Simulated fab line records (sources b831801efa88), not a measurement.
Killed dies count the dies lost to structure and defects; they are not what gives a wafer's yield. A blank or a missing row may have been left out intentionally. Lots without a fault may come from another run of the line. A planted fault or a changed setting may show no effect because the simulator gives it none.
Chamber matching    flow sky130    SKY_VIA1_CMP_24 on cmp-02: 4 sister chambers
The step polishes, stops on SiO2, t overpolish 15 s, target thk 0 nm. 4 wafers are shown with their chamber, then 7 later ones without.

== EACH WAFER AND ITS CHAMBER ==
wafer   chamber  motor-current-A (A)
L295.5  1        8.8
L297.5  0        10.8
L296.3  3        10.7
L296.4  2        12.0

== WAFERS WHOSE CHAMBER IS MISSING ==
wafer   motor-current-A (A)
L296.5  10.8
L311.1  12.1
L311.4  8.9
L311.6  11.0
L310.3  11.6
L310.4  10.2
L310.5  12.2

== EACH ONE'S CHAMBER ==
wafer   from the rows above           in truth
L296.5  can't be placed: 0 or 3       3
L311.1  2                             2
L311.4  1                             1
L311.6  can't be placed: 0 or 3       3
L310.3  can't be placed: 2 or 0 or 3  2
L310.4  can't be placed: 3 or 0       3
L310.5  2                             2
Correctly placed: 3 of 7. These rows do not allow placing 4 (true chamber among the candidates in 4). Placed wrongly: 0.
How it was worked out, from the rows above alone: a wafer's distance from a chamber is the root of the sum, over the readings, of the square of ((its reading less the chamber's mean) divided by the reading's scatter). If the next closest chamber is less than 2 further off than the closest, the wafer can't be placed; otherwise it belongs to the closest. For every chamber, the mean is computed from those of its wafers that are shown. The scatter: with one shown wafer a chamber, the root of the mean of the squares of how far each hidden wafer lies from its nearest shown one.
